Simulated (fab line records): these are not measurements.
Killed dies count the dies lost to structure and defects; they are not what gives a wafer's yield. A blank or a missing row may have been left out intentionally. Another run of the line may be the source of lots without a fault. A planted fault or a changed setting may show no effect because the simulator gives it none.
fab line records	flow sky130
[record] lots = 11	wafers = 32	lastDay = 50
route steps=708 shown VIA3@586 PASSIVATION@682 PAD_OPEN@701
lots that met no fault: from a run of the same line without faults
startH: hours from the record's opening day to when the first of the lot's shown wafers began	waitH: time in hours since the lot's previous step	" repeats the value in the row above	L1.1+2: a single row standing in for several wafers	- no value, or no start was given	* or withheld: withheld	< > ~ a bound
route shown NAME@n: names a module that has steps shown in the file, with the first one's number in the route	usual: mean/standard deviation of fault-free wafers	same: alike in all rows	chamber/n: place in a boat	sites: readings site by site	_std_site: standard deviation across them	_edge_site: the outer-site mean with the inner-site mean subtracted	radiusMm: for every site, how far away it sits from the centre of the wafer	mask NAME#n: copy n	behind: the tool/chamber that last shaped the wafer	hold: why the lot was held/for how many hours/how that ended	device: whichever transistor did not switch (one of n, p or np)	end of line: the route-end tests of the same wafers	a step without rows: its recipe alone	killed: not the wafer's yield, but the dies lost to structure and defects at the first sort	map: dies across one wafer; x = killed, . = not, _ = none there
set.NAME: the setting the step ran with; set.NAME@STEP: the setting that earlier step ran with	model.NAME: the simulator's own value behind a step, which no gauge read
a sample of lots followed through the steps of the route, with each step as a table and each wafer as a row
services: a tool's chamber out of use, with start hour (startH, from the record's first day; less than 0 if before it), hours out, and reason
[[steps]]
[step SKY_VIA3_OVL_MEAS_13]
[usual] VIA3_OVL = 2/4
lot.wafer	tool	chamber	startH	waitH	VIA3_OVL[nm]
L337.2	overlay-01	-	910.21	0.1	4
L337.4	"	-	"	"	-1
L337.6	"	-	"	"	2
L338.2	overlay-01	-	921.75	0.1	0
L338.3	"	-	"	"	-3
L338.6	"	-	"	"	-8
L339.3	overlay-02	-	929.17	0.1	-2
L339.4	"	-	"	"	-3
L339.5	"	-	"	"	-7
L341.1	overlay-02	-	951.65	0.1	3
L341.2	"	-	"	"	5
L341.6	"	-	"	"	0
L343.1	overlay-02	-	961.79	0.1	6
L343.3	"	-	"	"	10
L343.6	"	-	"	"	8
L344.3	overlay-02	-	973.81	0.1	3
L344.4	"	-	"	"	1
L344.5	"	-	"	"	1
L346.2	overlay-02	-	987.11	0.1	6
L346.3	"	-	"	"	-2
L346.4	"	-	"	"	3
L349.1	overlay-01	-	1005.36	0.1	8
L349.2	"	-	"	"	2
L349.3	"	-	"	"	7
L351.4	overlay-01	-	1054.93	0.1	1
L351.6	"	-	"	"	-2
L360.1	overlay-02	-	1088.05	0.1	-3
L360.3	"	-	"	"	0
L360.6	"	-	"	"	2
L359.3	overlay-02	-	1093.53	0.1	-4
L359.4	"	-	"	"	-5
L359.5	"	-	"	"	-3
[step SKY_VIA3_ETCH_14]
[recipe] chemistry = N2/H2	target = BARC	ionEnergyEv = 200	sourceW = 500	biasW = 100	pressureMtorr = 30	n2FlowSccm = 100	h2FlowSccm = 200	stopOn = SiO2	timeS = 45.9	targetDepthA = 600
[usual] chamberPressureMTorr = 30.003/0.028	drypumpMotorCurrentA = 5.8/0.43	oesProductAu = 0.855/0.0045	throttleValvePct = 13.225/0.011
lot.wafer	tool	chamber	startH	waitH	chamberPressureMTorr	drypumpMotorCurrentA	oesProductAu	rfHoursCounterH	throttleValvePct
L337.2	rieDiel-02	0	910.24	0.0	30.017	6.4	0.855	5	13.222
L337.4	"	2	"	"	30.015	5.9	0.855	-	13.230
L337.6	"	1	"	"	29.967	6.3	0.851	-	13.229
L338.2	rieDiel-02	2	921.78	0.0	30.024	6.0	0.845	14	13.228
L338.3	"	1	"	"	29.991	6.3	0.852	13	13.223
L338.6	"	0	"	"	30.062	6.4	0.858	-	13.228
L339.3	rieDiel-02	0	929.19	0.0	30.028	6.4	0.855	5	13.236
L339.4	"	0	"	"	30.011	6.4	0.855	-	13.224
L339.5	"	1	"	"	30.032	6.3	0.865	-	13.218
L341.1	rieDiel-04	0	951.69	0.0	29.967	6.0	0.860	26	13.212
L341.2	"	3	"	"	30.006	5.6	0.854	3	13.231
L341.6	"	1	"	"	29.998	6.0	0.853	-	13.231
L343.1	rieDiel-01	1	961.83	0.0	30.023	5.2	0.846	27	13.209
L343.3	"	2	"	"	30.036	4.7	0.854	19	13.219
L343.6	"	0	"	"	29.959	5.7	0.858	-	13.219
L344.3	rieDiel-04	1	973.83	0.0	29.990	6.0	0.854	6	13.225
L344.4	"	2	"	"	30.015	5.3	0.862	15	13.231
L344.5	"	0	"	"	30.014	5.9	0.849	-	13.234
L346.2	rieDiel-04	1	987.14	0.0	30.036	6.0	0.848	7	13.243
L346.3	"	2	"	"	30.013	5.4	0.853	15	13.243
L346.4	"	3	"	"	30.025	5.6	0.863	4	13.217
L349.1	rieDiel-02	3	1005.40	0.0	30.015	5.6	0.859	20	13.214
L349.2	"	0	"	"	29.973	6.4	0.860	8	13.217
L349.3	"	1	"	"	29.997	6.3	0.859	15	13.230
L351.4	rieDiel-02	2	1054.95	0.0	30.017	5.9	0.849	17	13.216
L351.6	"	2	"	"	30.004	6.0	0.859	-	13.221
L360.1	rieDiel-01	2	1088.09	0.0	29.975	4.7	0.856	24	13.211
L360.3	"	0	"	"	29.969	5.7	0.853	2	13.242
L360.6	"	0	"	"	30.052	5.7	0.859	-	13.240
L359.3	rieDiel-04	0	1093.55	0.0	30.027	6.0	0.849	3	13.217
L359.4	"	2	"	"	29.994	5.3	0.855	19	13.215
L359.5	"	0	"	"	29.952	5.9	0.853	-	13.214
[step SKY_PASSIVATION_THK_MEAS_01]
[recipe] reads = SiO2_of_PASSIVATION_CVD_00
[usual] PASSIVATION_CVD_00_THK = 90.0/1.2
lot.wafer	tool	chamber	startH	waitH	PASSIVATION_CVD_00_THK[nm]
L337.2	filmMetro-02	-	1013.12	-	89.1
L337.4	"	-	"	"	91.3
L337.6	"	-	"	"	91.1
L338.2	filmMetro-02	-	1024.05	-	88.1
L338.3	"	-	"	"	90.5
L338.6	"	-	"	"	89.5
L339.3	filmMetro-02	-	1030.55	-	89.0
L339.4	"	-	"	"	88.6
L339.5	"	-	"	"	90.1
L341.1	filmMetro-01	-	1050.89	-	90.0
L341.2	"	-	"	"	90.1
L341.6	"	-	"	"	90.3
L343.1	filmMetro-03	-	1058.56	-	89.0
L343.3	"	-	"	"	89.7
L343.6	"	-	"	"	90.3
L344.3	filmMetro-01	-	1067.15	-	88.4
L344.4	"	-	"	"	91.4
L344.5	"	-	"	"	91.3
L346.2	filmMetro-03	-	1080.99	-	89.8
L346.3	"	-	"	"	89.0
L346.4	"	-	"	"	89.6
L349.1	filmMetro-02	-	1098.61	-	88.0
L349.2	"	-	"	"	88.3
L349.3	"	-	"	"	89.5
L351.4	filmMetro-01	-	1140.98	-	93.1
L351.6	"	-	"	"	92.6
L360.1	filmMetro-02	-	1168.75	-	88.7
L360.3	"	-	"	"	89.4
L360.6	"	-	"	"	89.8
L359.3	filmMetro-03	-	1174.95	-	91.9
L359.4	"	-	"	"	90.7
L359.5	"	-	"	"	90.5
[step SKY_PASSIVATION_CVD_02]
[recipe] material = Si3N4	targetThkNm = 540	tempC = 400	timeS = withheld	rfW = 450
[usual] heaterPowerW = 739/99
lot.wafer	tool	chamber	startH	waitH	heaterPowerW
L337.2	pecvd-04	1	1013.17	0.0	718
L337.4	"	1	"	"	747
L337.6	"	2	"	"	767
L338.2	pecvd-04	2	1024.10	0.0	739
L338.3	"	0	"	"	860
L338.6	"	1	"	"	768
L339.3	pecvd-03	2	1030.70	0.1	698
L339.4	"	0	"	"	713
L339.5	"	2	"	"	726
L341.1	pecvd-04	2	1050.95	0.1	817
L341.2	"	0	"	"	864
L341.6	"	1	"	"	726
L343.1	pecvd-03	1	1058.62	0.1	794
L343.3	"	2	"	"	628
L343.6	"	1	"	"	829
L344.3	pecvd-01	0	1067.19	0.0	761
L344.4	"	0	"	"	812
L344.5	"	1	"	"	534
L346.2	pecvd-04	2	1081.04	0.0	766
L346.3	"	0	"	"	950
L346.4	"	1	"	"	630
L349.1	pecvd-03	2	1098.67	0.1	621
L349.2	"	1	"	"	740
L349.3	"	0	"	"	694
L351.4	pecvd-04	1	1141.13	0.1	618
L351.6	"	2	"	"	758
L360.1	pecvd-01	1	1168.81	0.1	631
L360.3	"	0	"	"	787
L360.6	"	2	"	"	765
L359.3	pecvd-01	2	1174.99	0.0	714
L359.4	"	2	"	"	730
L359.5	"	1	"	"	605
[step SKY_PASSIVATION_THK_MEAS_03]
[recipe] reads = Si3N4_of_PASSIVATION_CVD_02
[usual] PASSIVATION_CVD_02_THK = 540/6.9
lot.wafer	tool	chamber	startH	waitH	hold	PASSIVATION_CVD_02_THK[nm]
L337.2	filmMetro-01	-	1013.40	-	-	538
L337.4	"	-	"	"	-	538
L337.6	"	-	"	"	-	536
L338.2	filmMetro-02	-	1024.33	-	-	533
L338.3	"	-	"	"	-	536
L338.6	"	-	"	"	-	547
L339.3	filmMetro-02	-	1030.94	-	-	543
L339.4	"	-	"	"	-	537
L339.5	"	-	"	"	-	547
L341.1	filmMetro-03	-	1051.17	-	-	532
L341.2	"	-	"	"	-	536
L341.6	"	-	"	"	-	547
L343.1	filmMetro-03	-	1058.84	-	-	542
L343.3	"	-	"	"	-	542
L343.6	"	-	"	"	-	547
L344.3	filmMetro-01	-	1067.44	-	-	539
L344.4	"	-	"	"	-	540
L344.5	"	-	"	"	-	541
L346.2	filmMetro-02	-	1081.28	-	-	530
L346.3	"	-	"	"	-	529
L346.4	"	-	"	"	-	543
L349.1	filmMetro-02	-	1098.89	-	-	529
L349.2	"	-	"	"	-	530
L349.3	"	-	"	"	-	536
L351.4	filmMetro-03	-	1141.27	-	awaitDispo/0.2h/release	792
L351.6	"	-	"	"	awaitDispo/0.2h/release	545
L351.4	filmMetro-03	-	1141.50	0.2	-	792
L351.6	"	-	"	"	-	545
L360.1	filmMetro-01	-	1169.04	-	-	531
L360.3	"	-	"	"	-	533
L360.6	"	-	"	"	-	549
L359.3	filmMetro-01	-	1175.24	-	-	546
L359.4	"	-	"	"	-	553
L359.5	"	-	"	"	-	555
[step SKY_PAD_OPEN_ETCH_07]
[recipe] chemistry = CF4/O2	targetDepthNm = 725	stopOn = AlCu	sourceW = 800	biasW = 150	pressureMtorr = 150	cf4FlowSccm = 80	O2_flow_sccm = 10	timeS = 161.1
[usual] chamberPressureMTorr = 149.99/0.14	drypumpMotorCurrentA = 5.7/0.44	oesProductAu = 0.977/0.0077	throttleValvePct = 5.966/0.0084
lot.wafer	tool	chamber	startH	waitH	chamberPressureMTorr	drypumpMotorCurrentA	oesProductAu	rfHoursCounterH	throttleValvePct
L337.2	rieDiel-02	1	1057.43	-	150.00	6.3	0.969	17	5.955
L337.4	"	2	"	"	150.00	5.9	0.976	18	5.963
L337.6	"	2	"	"	149.87	5.9	0.968	-	5.973
L338.2	rieDiel-02	0	1067.88	-	149.98	6.4	0.968	10	5.963
L338.3	"	2	"	"	150.09	5.9	0.962	18	5.963
L338.6	"	2	"	"	149.91	5.9	0.979	-	5.971
L339.3	rieDiel-01	2	1074.13	-	150.10	4.7	0.976	23	5.971
L339.4	"	3	"	"	149.81	5.7	0.981	9	5.966
L339.5	"	2	"	"	149.95	4.7	0.981	-	5.975
L341.1	rieDiel-01	3	1093.68	-	150.12	5.7	0.978	10	5.968
L341.2	"	2	"	"	150.17	4.7	0.976	24	5.960
L341.6	"	2	"	"	150.02	4.7	0.987	-	5.954
L343.1	rieDiel-02	1	1099.83	-	150.07	6.3	0.981	18	5.963
L343.3	"	2	"	"	150.17	5.9	0.976	19	5.969
L343.6	"	3	"	"	150.11	5.6	0.978	-	5.972
L344.3	rieDiel-01	1	1106.89	-	149.97	5.2	0.978	3	5.957
L344.4	"	3	"	"	150.18	5.7	0.984	11	5.953
L344.5	"	3	"	"	150.14	5.7	0.983	-	5.958
L346.2	rieDiel-01	0	1121.49	-	150.07	5.7	0.976	4	5.950
L346.3	"	3	"	"	149.96	5.7	0.969	11	5.968
L346.4	"	2	"	"	149.72	4.7	0.987	25	5.955
L349.1	rieDiel-02	0	1137.53	-	149.91	6.4	0.962	13	5.945
L349.2	"	2	"	"	149.92	5.9	0.964	21	5.961
L349.3	"	3	"	"	149.97	5.6	0.975	24	5.970
L351.4	rieDiel-04	1	1176.29	-	150.11	6.0	1.001	14	5.986
L351.6	"	2	"	"	150.00	5.3	0.988	-	5.961
L360.1	rieDiel-01	2	1201.84	-	150.12	4.7	0.966	28	5.971
L360.3	"	3	"	"	150.18	5.7	0.978	14	5.952
L360.6	"	2	"	"	150.03	4.7	0.976	-	5.979
L359.3	rieDiel-01	2	1206.24	-	150.14	4.7	0.980	28	5.971
L359.4	"	3	"	"	149.71	5.7	0.997	14	5.971
L359.5	"	3	"	"	149.89	5.7	0.990	-	5.986
[step SKY_PAD_OPEN_PROBE_99]
[usual] defectLimitedYield = 82.5/1.9	killed_at_M0_to_M3 = 44/7.3	killed_at_M4_up = 3.2/1.8	killedAtContacts = 24/5.4	killedAtFrontEnd = 16/4.4	killedAtOther = 0.3/0.48	killedDies = 86/9.5	killedOpen = 47/7.7	killedShort = 39/6.4
[same] grossDies = 492	killedAtBackSide = 0
lot.wafer	tool	chamber	startH	waitH	defectLimitedYield[%]	killed_at_M0_to_M3	killed_at_M4_up	killedAtContacts	killedAtFrontEnd	killedAtOther	killedDies	killedOpen	killedShort
L337.2	prober-01	-	1059.80	0.1	81.5	46	1	25	18	1	91	57	34
L337.4	prober-01	-	1059.90	0.2	82.3	40	3	29	15	0	87	54	33
L337.6	prober-01	-	1060.00	0.2	78.5	52	6	28	20	0	106	62	44
L339.3	prober-02	-	1076.55	0.2	83.5	30	5	24	22	0	81	44	37
L339.4	prober-02	-	1076.60	0.2	81.7	49	4	24	13	0	90	59	31
L339.5	prober-02	-	1076.65	0.2	83.3	46	1	17	18	0	82	37	45
L341.1	prober-02	-	1096.04	0.1	80.5	52	3	28	12	1	96	52	44
L341.2	prober-02	-	1096.09	0.1	81.3	49	2	31	10	0	92	39	53
L341.6	prober-02	-	1096.29	0.2	82.3	46	2	21	17	1	87	49	38
L351.4	prober-02	-	1178.76	0.2	82.1	39	4	18	25	2	88	44	44
L351.6	prober-02	-	1178.86	0.2	82.5	45	3	19	19	0	86	34	52
L360.3	prober-02	-	1204.25	0.2	82.3	46	3	14	24	0	87	43	44
L360.6	prober-02	-	1204.40	0.2	83.3	38	3	15	26	0	82	38	44
L359.3	prober-01	-	1208.77	0.2	83.7	40	0	23	17	0	80	44	36
L359.4	prober-01	-	1208.82	0.2	83.9	36	4	24	14	1	79	36	43
L359.5	prober-01	-	1208.87	0.2	82.3	52	2	16	16	1	87	47	40
// killed by level:class
L337.2 VIA1:geometricParticle:open=13 LI_CONTACT:geometricParticle:open=11 CONTACT:geometricParticle:open=9 VIA1:geometricParticle:short=7 VIA2:geometricParticle:open=7 FIELD_ISO:geometricParticle:open=6 METAL2:geometricParticle:short=5 VIA3:geometricParticle:open=5
L337.4 VIA1:geometricParticle:open=14 LI_CONTACT:geometricParticle:open=11 CONTACT:geometricParticle:open=10 VIA3:geometricParticle:open=6 POLY_GATE:geometricParticle:short=4 LI_CONTACT:geometricParticle:short=4 VIA2:geometricParticle:open=4 METAL1:geometricParticle:short=3
L337.6 VIA1:geometricParticle:open=13 VIA3:geometricParticle:open=13 LI_CONTACT:geometricParticle:open=8 CONTACT:geometricParticle:open=8 FIELD_ISO:geometricParticle:short=7 METAL2:geometricParticle:short=6 CONTACT:geometricParticle:short=5 VIA1:geometricParticle:short=4
L339.3 LI_CONTACT:geometricParticle:open=9 CONTACT:geometricParticle:open=7 VIA1:geometricParticle:open=7 POLY_GATE:geometricParticle:short=6 POLY_GATE:geometricParticle:open=5 VIA1:geometricParticle:short=5 VIA3:geometricParticle:open=5 FIELD_ISO:geometricParticle:open=4
L339.4 VIA1:geometricParticle:open=13 LI_CONTACT:geometricParticle:open=8 VIA2:geometricParticle:open=7 CONTACT:geometricParticle:open=6 VIA3:geometricParticle:open=6 FIELD_ISO:geometricParticle:open=5 LOCAL_INTERCONNECT:geometricParticle:open=5 METAL1:geometricParticle:short=4
L339.5 VIA1:geometricParticle:open=11 METAL1:geometricParticle:short=7 POLY_GATE:geometricParticle:short=6 LI_CONTACT:geometricParticle:open=6 VIA2:geometricParticle:short=6 VIA2:geometricParticle:open=6 FIELD_ISO:geometricParticle:short=5 LOCAL_INTERCONNECT:geometricParticle:short=4
L341.1 CONTACT:geometricParticle:open=13 METAL2:geometricParticle:short=11 VIA1:geometricParticle:open=8 VIA2:geometricParticle:open=8 FIELD_ISO:geometricParticle:open=5 LOCAL_INTERCONNECT:geometricParticle:short=5 CONTACT:geometricParticle:short=5 METAL1:geometricParticle:short=5
L341.2 CONTACT:geometricParticle:short=9 LOCAL_INTERCONNECT:geometricParticle:short=8 VIA3:geometricParticle:open=8 VIA1:geometricParticle:open=6 VIA1:geometricParticle:short=6 METAL2:geometricParticle:short=6 POLY_GATE:geometricParticle:short=5 VIA2:geometricParticle:short=5
L341.6 VIA1:geometricParticle:open=11 POLY_GATE:geometricParticle:open=10 METAL2:geometricParticle:short=9 METAL1:geometricParticle:short=8 CONTACT:geometricParticle:open=7 LI_CONTACT:geometricParticle:open=6 VIA2:geometricParticle:open=6 CONTACT:geometricParticle:short=4
L351.4 VIA1:geometricParticle:open=9 POLY_GATE:geometricParticle:short=7 FIELD_ISO:geometricParticle:open=6 CONTACT:geometricParticle:open=6 VIA3:geometricParticle:open=6 LI_CONTACT:geometricParticle:open=5 METAL2:geometricParticle:short=5 VIA1:geometricParticle:short=5
L351.6 METAL1:geometricParticle:short=10 VIA1:geometricParticle:open=9 VIA1:geometricParticle:short=7 FIELD_ISO:geometricParticle:short=6 CONTACT:geometricParticle:short=5 LI_CONTACT:geometricParticle:open=5 CONTACT:geometricParticle:open=5 METAL2:geometricParticle:short=5
L360.3 FIELD_ISO:geometricParticle:short=8 VIA2:geometricParticle:open=7 VIA1:geometricParticle:open=7 VIA3:geometricParticle:open=7 FIELD_ISO:geometricParticle:open=6 METAL2:geometricParticle:short=6 METAL1:geometricParticle:short=6 CONTACT:geometricParticle:open=5
L360.6 FIELD_ISO:geometricParticle:short=13 VIA1:geometricParticle:open=8 METAL2:geometricParticle:short=7 VIA3:geometricParticle:open=6 FIELD_ISO:geometricParticle:open=5 CONTACT:geometricParticle:short=5 CONTACT:geometricParticle:open=5 LOCAL_INTERCONNECT:geometricParticle:short=3
L359.3 VIA1:geometricParticle:open=17 CONTACT:geometricParticle:open=8 LI_CONTACT:geometricParticle:open=5 VIA2:geometricParticle:open=5 VIA1:geometricParticle:short=5 SPACER:geometricParticle:short=4 LOCAL_INTERCONNECT:geometricParticle:short=4 METAL1:geometricParticle:short=4
L359.4 VIA1:geometricParticle:open=11 CONTACT:geometricParticle:short=9 CONTACT:geometricParticle:open=8 METAL1:geometricParticle:short=6 POLY_GATE:geometricParticle:short=4 VIA2:geometricParticle:short=4 VIA2:geometricParticle:open=4 VIA3:geometricParticle:short=4
L359.5 METAL2:geometricParticle:short=10 VIA2:geometricParticle:open=8 LI_CONTACT:geometricParticle:open=7 VIA3:geometricParticle:open=7 VIA1:geometricParticle:open=7 VIA2:geometricParticle:short=6 VIA1:geometricParticle:short=6 POLY_GATE:geometricParticle:open=5
[[services]]
tool	chamber	startH	hours	kind
pecvd-01	1	886.82	9.1	repair
rieDiel-02	3	891.13	41.1	repair
pecvd-01	-	899.39	4.3	pm
rieDiel-01	-	906.66	1.5	repair
rieDiel-01	0	906.69	19.8	repair
rieDiel-04	2	918.76	6.1	repair
rieDiel-01	1	1005.26	24.7	repair
rieDiel-02	2	1006.47	5.0	repair
rieDiel-01	3	1029.71	4.7	repair
rieDiel-04	1	1037.54	5.9	repair
rieDiel-02	1	1039.14	9.0	repair
pecvd-04	0	1053.61	4.7	repair
rieDiel-02	1	1065.98	9.5	repair
pecvd-04	-	1075.14	0.8	repair
rieDiel-02	3	1082.83	8.9	repair
rieDiel-02	1	1083.22	3.3	repair
rieDiel-01	-	1086.42	0.2	repair
rieDiel-02	3	1125.21	2.5	repair
rieDiel-04	2	1147.79	4.9	repair
rieDiel-02	-	1149.24	0.9	repair
pecvd-04	0	1154.30	23.6	repair
pecvd-04	2	1167.12	11.4	repair
pecvd-04	-	1182.33	0.3	repair
rieDiel-01	2	1191.06	6.7	repair
[[key]]
[firstSign] step = SKY_PASSIVATION_THK_MEAS_03	reading = visit	direction = added
[effect] step = SKY_PASSIVATION_THK_MEAS_03	reading = PASSIVATION_CVD_02_THK	direction = up	sigmas = 36	usual = 540	struck = 792
[effect] step = SKY_PAD_OPEN_ETCH_07	reading = oesProductAu	direction = up	sigmas = 3.1	usual = 0.977	struck = 1.001
metAt SKY_PASSIVATION_CVD_02
struckLots L351
struckWafers L351.4
notActingAt SKY_VIA3_OVL_MEAS_13,SKY_VIA3_ETCH_14,SKY_PASSIVATION_THK_MEAS_01
onsetBetween 1081.04 1141.13
[fault] kind = processParameterDrift	tool = pecvd-04	chamber = -	onsetH = 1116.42	steps = SKY_PASSIVATION_CVD_02	channel = targetThkNm	offset = 239.49	shape = step	endH = 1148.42	scope = struckWafersOnly	actsIn = theseRecipesOnly	stated = 540
